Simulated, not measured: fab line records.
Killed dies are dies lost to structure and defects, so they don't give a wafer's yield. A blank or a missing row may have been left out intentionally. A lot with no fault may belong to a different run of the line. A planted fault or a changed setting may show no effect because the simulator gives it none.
Which of the tools did it? ; flow sky130 ; 13 lots, 39 wafers sampled, at 4 steps of a route of 708

## WHAT THE GAUGES SHOWED, per wafer
SKY_FIELD_ISO_THK_MEAS_02. Usual: FIELD_ISO_OXIDATION_00_THK 12.09 nm, standard deviation 0.22.
lot;measured;on;FIELD_ISO_OXIDATION_00_THK (nm);flag
L738;day 1 12:34;film-metro-01;12.22 12.05 12.24;
L739;day 1 16:39;film-metro-03;11.68 11.58 11.73;
L740;day 1 22:22;film-metro-01;11.84 11.91 11.99;
L743;day 2 14:44;film-metro-02;12.60 12.66 12.47;
L744;day 2 21:49;film-metro-01;12.03 11.95 11.71;
L745;day 3 02:05;film-metro-01;12.29 12.13 12.12;
L748;day 3 13:39;film-metro-03;12.12 11.94 12.08;
L750;day 4 02:57;film-metro-02;12.24 12.10 11.92;
L757;day 5 11:04;film-metro-03;12.29 12.24 12.27;
L759;day 5 20:45;film-metro-01;12.54 12.43 12.41;
L758;day 5 20:46;film-metro-02;12.14 12.30 12.12;
L760;day 6 07:44;film-metro-01;11.88 11.82 11.96;
L761;day 6 07:44;film-metro-02;12.23 12.05 12.18;

SKY_VT_ADJUST_HVTP_OVL_MEAS_08. Usual: VT_ADJUST_HVTP_OVL 0.0 nm, standard deviation 1.4.
lot;measured;on;VT_ADJUST_HVTP_OVL (nm);flag
L738;day 6 00:35;overlay-02;0.2 0.6 -0.8;
L739;day 6 07:50;overlay-02;0.2 0.9 0.3;
L740;day 6 16:56;overlay-02;-0.2 1.4 0.6;
L743;day 7 05:07;overlay-02;1.5 0.9 0.6;
L744;day 7 15:10;overlay-02;-0.6 -2.6 -1.4;
L745;day 8 08:17;overlay-01;0.0 -0.7 -0.8;
L748;day 9 09:11;overlay-02;3.4 3.4 3.5;
L750;day 9 10:08;overlay-02;1.4 -0.2 0.0;
L757;day 11 03:41;overlay-01;-0.3 1.0 -1.6;
L759;day 11 15:55;overlay-02;-2.3 -2.7 -2.2;
L758;day 11 15:08;overlay-01;0.5 -0.4 -1.2;
L760;day 12 00:52;overlay-01;-1.5 -0.6 0.0;
L761;day 12 01:17;overlay-01;-0.9 0.5 2.3;

## WHAT TOOL EACH LOT RAN ON (gives the tool, then ch and the chambers of the sampled wafers, and finally the start)
lot;SKY_FIELD_ISO_ETCH_17;SKY_NWELL_DEVELOP_22
L738;rie-si-02 ch 1,2, day 2 06:43;litho-track-03 ch 0, day 5 06:00
L739;rie-si-02 ch 1,2,3, day 2 10:19;litho-track-01 ch 0, day 5 13:00
L740;rie-si-01 ch 0,1,2, day 2 15:32;litho-track-03 ch 0, day 5 22:00
L743;rie-si-02 ch 1,2, day 3 08:40;litho-track-04 ch 0, day 6 09:00
L744;rie-si-01 ch 1,2, day 3 15:10;litho-track-04 ch 0, day 6 18:00
L745;rie-si-02 ch 0,2, day 3 20:16;litho-track-01 ch 0, day 7 11:00
L748;rie-si-02 ch 0,3, day 4 08:52;litho-track-03 ch 0, day 8 11:00
L750;rie-si-02 ch 0,1,2, day 4 20:40;litho-track-04 ch 0, day 8 12:00
L757;rie-si-02 ch 2,3, day 6 06:31;litho-track-04 ch 0, day 10 04:00
L759;rie-si-01 ch 0,1,3, day 6 16:46;litho-track-03 ch 0, day 10 15:00
L758;rie-si-02 ch 1,2,3, day 6 16:32;litho-track-04 ch 0, day 10 15:00
L760;rie-si-02 ch 0,1,2, day 7 05:16;litho-track-01 ch 0, day 11 01:00
L761;rie-si-01 ch 1,2,3, day 7 05:40;litho-track-03 ch 0, day 11 01:00
- SKY_FIELD_ISO_ETCH_17: etches Si in HBr/Cl2/O2, target depth 342 nm, time 97.7 s.
- SKY_NWELL_DEVELOP_22: develop time 60 s.

## AS READ BY THE TOOLS THEMSELVES (means over the sampled wafers that have a number; for cases with no such wafer, the mark the record gives instead)
SKY_FIELD_ISO_ETCH_17. Usual: HBr_flow_sccm 150.1 sccm, standard deviation 0.43; bias-w 150.1 W, standard deviation 0.42; drypump-motor-current-A 5.3 A, standard deviation 0.42; oes-product-au 0.998 a.u., standard deviation 0.0093; throttle-valve-pct 25.658 %, standard deviation 0.01.
lot;tool;HBr_flow_sccm (sccm);bias-w (W);drypump-motor-current-A (A);oes-product-au (a.u.);throttle-valve-pct (%);flag
L738;rie-si-02;149.9;149.9;5.4;0.993;25.655;
L739;rie-si-02;150.3;150.0;5.4;0.990;25.658;
L740;rie-si-01;150.2;150.3;5.6;1.005;25.654;
L743;rie-si-02;150.3;150.1;5.5;1.004;25.647;
L744;rie-si-01;150.1;149.7;5.6;0.997;25.658;
L745;rie-si-02;150.3;149.7;4.9;1.005;25.651;
L748;rie-si-02;150.5;150.1;4.9;1.004;25.653;
L750;rie-si-02;150.0;150.0;5.2;0.997;25.647;
L757;rie-si-02;150.2;150.2;5.3;1.002;25.652;
L759;rie-si-01;149.6;150.8;5.6;0.987;25.669;
L758;rie-si-02;150.1;150.4;5.4;0.993;25.667;
L760;rie-si-02;150.1;149.9;5.2;0.993;25.652;
L761;rie-si-01;150.2;150.1;5.3;1.000;25.651;

SKY_NWELL_DEVELOP_22. Usual: developer-temp-C 22.99 C, standard deviation 0.099.
lot;tool;developer-temp-C (C);flag
L738;litho-track-03;23.09;
L739;litho-track-01;22.91;
L740;litho-track-03;23.08;
L743;litho-track-04;22.97;
L744;litho-track-04;23.04;
L745;litho-track-01;23.02;
L748;litho-track-03;22.99;
L750;litho-track-04;22.97;
L757;litho-track-04;22.01;OFF
L759;litho-track-03;23.04;
L758;litho-track-04;21.99;OFF
L760;litho-track-01;23.06;
L761;litho-track-03;22.93;

## THE ANSWER, worked out from the rows above alone
Rule: a lot is off if the mean of its wafers that have a number lies more than 3 standard deviations from the usual mean. Also off: a lot with no number at a reading for which 4 or more lots have one. Where the step has rows for the other lots, those lots are counted as sound. After the gauges, taken in route order, come the tools' own readings; for these a lot's mean is taken, as printed above. At the first step where some lot is off, the reading lying furthest off is the one used; lots without a number count as furthest.
Off, at SKY_NWELL_DEVELOP_22 on developer-temp-C: L757, L758.
A tool fits if, at that step or a process step before it, it ran every lot that is off, and no sound lot after the first of them. One fits: litho-track-04 at SKY_NWELL_DEVELOP_22. Its last sound lot is L750 (day 8 12:00), its first lot that is off L757 (day 10 04:00): a fault that began between those two fits.
The tool's own readings at SKY_NWELL_DEVELOP_22 bear it out: on the lots that are off they differ by more than 5 times the standard deviation of the sound lots' means. developer-temp-C reads 22.00 C there against 23.01 C on the sound lots.

## WHAT WAS PUT IN BY THE SIMULATOR
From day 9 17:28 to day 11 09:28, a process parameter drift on litho-track-04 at SKY_NWELL_DEVELOP_22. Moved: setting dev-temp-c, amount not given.
Shown lots that were struck: L757, L758. The same result came from the rule above.
